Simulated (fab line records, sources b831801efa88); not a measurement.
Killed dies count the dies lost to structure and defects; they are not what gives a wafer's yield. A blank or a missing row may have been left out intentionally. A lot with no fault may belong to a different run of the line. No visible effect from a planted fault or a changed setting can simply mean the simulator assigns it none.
Shared-tool check | flow sky130 | 12 lots, 36 wafers sampled

## REASON FOR OPENING
Of 12 lots, 2 have the reading SD_N_OVL flagged at SKY_SD_N_OVL_MEAS_08. Fault-free wafers read -0.1 nm, with a standard deviation of 1.5.
Rule: flag the lot when none of its wafers has a number, or when each of its wafers that has one lies beyond 4 standard deviations from that mean. All remaining lots are regarded as sound.

lot  | measured     | on         | SD_N_OVL (nm), wafer by wafer | flag
L526 | day 27 17:06 | overlay-02 | -0.4 0.6 -2.6                 |
L527 | day 28 03:39 | overlay-02 | -0.4 -2.6 -2.0                |
L528 | day 28 10:25 | overlay-02 | 0.6 -0.6 0.9                  |
L529 | day 28 23:28 | overlay-02 | 0.6 1.7 0.9                   |
L530 | day 29 12:04 | overlay-01 | 1.6 1.0 -0.1                  |
L535 | day 31 14:16 | overlay-02 | 2.6 1.9 1.1                   |
L538 | day 32 06:57 | overlay-01 | 312.8 311.3 311.1             | FLAGGED
L539 | day 32 15:31 | overlay-01 | 3.1 3.2 1.1                   |
L540 | day 32 23:28 | overlay-01 | 309.5 312.1 310.9             | FLAGGED
L542 | day 33 09:00 | overlay-02 | 0.9 -0.9 0.2                  |
L544 | day 34 04:23 | overlay-01 | 2.8 3.0 2.0                   |
L548 | day 35 09:07 | overlay-02 | 0.1 -0.2 0.1                  |
Averaged over the flagged lots the numbers come to 311.3 nm, +311.4 nm from the usual (+99 or more standard deviations).

## TOOL THAT RAN EACH LOT
The record keeps 1 process step preceding the reading, out of 708 steps on the route. Every cell lists first the tool, next ch and the chambers used by the sampled wafers, and last the start.
lot  | flag    | SKY_SD_N_EXPOSE_04
L526 |         | iline-stepper-01 ch 0, day 27 02:25
L527 |         | iline-stepper-02 ch 0, day 27 13:04
L528 |         | iline-stepper-02 ch 0, day 27 19:35
L529 |         | iline-stepper-01 ch 0, day 28 09:32
L530 |         | iline-stepper-01 ch 0, day 28 21:56
L535 |         | iline-stepper-01 ch 0, day 31 00:19
L538 | FLAGGED | iline-stepper-02 ch 0, day 31 17:06
L539 |         | iline-stepper-01 ch 0, day 32 01:12
L540 | FLAGGED | iline-stepper-02 ch 0, day 32 09:57
L542 |         | iline-stepper-01 ch 0, day 32 20:43
L544 |         | iline-stepper-01 ch 0, day 33 15:33
L548 |         | iline-stepper-01 ch 0, day 34 19:31
These steps, and what they do:
- SKY_SD_N_EXPOSE_04: exposes mask NSDM, target cd 380 nm.
- SKY_SD_N_OVL_MEAS_08

## FLAGGED OVER TOTAL, TOOL BY TOOL (the gauges that took the reading come last)
step                 | tool             | lots run | flagged | share of the flagged lots | sound lots run after its first flagged lot
SKY_SD_N_EXPOSE_04   | iline-stepper-01 | 8        | 0       | none                      | -
SKY_SD_N_EXPOSE_04   | iline-stepper-02 | 4        | 2       | all                       | 0
SKY_SD_N_OVL_MEAS_08 | overlay-01       | 5        | 2       | all                       | 2 (L539,L544)
SKY_SD_N_OVL_MEAS_08 | overlay-02       | 7        | 0       | none                      | -

## WHAT THE TABLE PERMITS
In 2 table rows, all flagged lots were run: iline-stepper-02 (SKY_SD_N_EXPOSE_04), overlay-01 (SKY_SD_N_OVL_MEAS_08).
- iline-stepper-02 at SKY_SD_N_EXPOSE_04: 2 of its 4 lots flagged. Last sound lot L528 at day 27 19:35, first flagged lot L538 at day 31 17:06; a fault beginning in between fits.
- overlay-01 at SKY_SD_N_OVL_MEAS_08: 2 of its 5 lots flagged. Sound lots followed the first flagged one (L539, L544) on it, something a lasting fault affecting the whole tool could not allow.
One tool is left: iline-stepper-02 at SKY_SD_N_EXPOSE_04.

## WHAT WAS PUT IN BY THE SIMULATOR
Scanner matching overlay: iline-stepper-02, from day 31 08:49 on, at SKY_SD_N_EXPOSE_04. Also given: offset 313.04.
Shown lots that were struck: L538, L540. The same result came from the rule above.
